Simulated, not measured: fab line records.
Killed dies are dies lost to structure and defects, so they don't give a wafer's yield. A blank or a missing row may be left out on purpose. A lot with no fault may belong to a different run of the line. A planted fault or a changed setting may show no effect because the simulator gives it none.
Which tool did it? + flow sky130 + at 1 step of a route of 708, 15 lots with 43 wafers sampled

WHAT THE GAUGES READ, wafer by wafer
Not one reading of a measure or inspect step in the record can be checked against a usual standard deviation.

TOOL THAT RAN EACH LOT (tool first, then ch and the chambers of the sampled wafers, then the start)
| lot  | SKY_VIA2_SOFTBAKE_08              |
|------|-----------------------------------|
| L562 | litho-track-03 ch 0, day 35 16:00 |
| L563 | litho-track-01 ch 0, day 36 08:00 |
| L565 | litho-track-01 ch 0, day 36 18:00 |
| L567 | litho-track-03 ch 0, day 37 16:00 |
| L568 | litho-track-03 ch 0, day 37 21:00 |
| L569 | litho-track-02 ch 0, day 38 02:00 |
| L570 | litho-track-02 ch 0, day 38 13:00 |
| L572 | litho-track-01 ch 0, day 38 20:00 |
| L573 | litho-track-01 ch 0, day 39 06:00 |
| L574 | litho-track-01 ch 0, day 39 10:00 |
| L575 | litho-track-01 ch 0, day 39 20:00 |
| L577 | litho-track-01 ch 0, day 40 12:00 |
| L583 | litho-track-03 ch 0, day 42 05:00 |
| L584 | litho-track-02 ch 0, day 42 10:00 |
| L585 | litho-track-02 ch 0, day 42 13:00 |
- SKY_VIA2_SOFTBAKE_08: time 90 s.

WHAT THE TOOLS THEMSELVES READ (means of the sampled wafers that have a number; where no wafer has one, the mark that the record gives instead)
SKY_VIA2_SOFTBAKE_08.
| lot  | tool           | run-length-s (s) |
|------|----------------|------------------|
| L562 | litho-track-03 | 119.16           |
| L563 | litho-track-01 | 119.35           |
| L565 | litho-track-01 | 119.41           |
| L567 | litho-track-03 | 119.12           |
| L568 | litho-track-03 | 119.22           |
| L569 | litho-track-02 | 119.02           |
| L570 | litho-track-02 | 119.00           |
| L572 | litho-track-01 | 119.40           |
| L573 | litho-track-01 | 119.34           |
| L574 | litho-track-01 | 121.21           |
| L575 | litho-track-01 | 122.00           |
| L577 | litho-track-01 | 122.12           |
| L583 | litho-track-03 | 119.16           |
| L584 | litho-track-02 | 119.01           |
| L585 | litho-track-02 | 119.03           |

THE ANSWER, worked out from the rows above alone
Rule: usual is defined by the lots themselves. The widest of any qualifying gaps counts: lots, ordered by their means at a reading, are off when they make up no more than a third of the lots, leave a main group of 4 or more, and stand apart from it by 3 or more times the standard deviation of that group's means. A main group whose means are all the same, to the digits that the tables above print for the reading, isn't used. Also off: a lot with no number at a reading for which 4 or more lots have one. Where the step has rows for the other lots, those lots are counted as sound. After the gauges, taken in route order, come the tools' own readings; for these a lot's mean is taken, as printed above. The first step at which some lot is off is used, and at that step the reading that is off furthest; a lot without a number counts as furthest.
Off: L574, L575, L577 (SKY_VIA2_SOFTBAKE_08, run-length-s). For the main group the mean is 119.19 s and the standard deviation 0.15.
If a tool, at that step or one of the process steps before it, ran each lot that is off and ran no sound lot following the first of them, it fits. One candidate fits, namely litho-track-01 at SKY_VIA2_SOFTBAKE_08. A fault onset in the window from L573 (day 39 06:00, its last sound lot) to L574 (day 39 10:00, its first lot off) fits.
On the lots that are off, the tool's own readings at SKY_VIA2_SOFTBAKE_08 differ by more than 5 times the standard deviation of the sound lots' means, which bears it out; run-length-s reads 121.78 s there versus 119.19 s on the sound lots.

WHAT THE SIMULATOR HAD PUT IN
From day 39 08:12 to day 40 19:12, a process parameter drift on litho-track-01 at SKY_VIA2_SOFTBAKE_08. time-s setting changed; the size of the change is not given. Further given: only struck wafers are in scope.
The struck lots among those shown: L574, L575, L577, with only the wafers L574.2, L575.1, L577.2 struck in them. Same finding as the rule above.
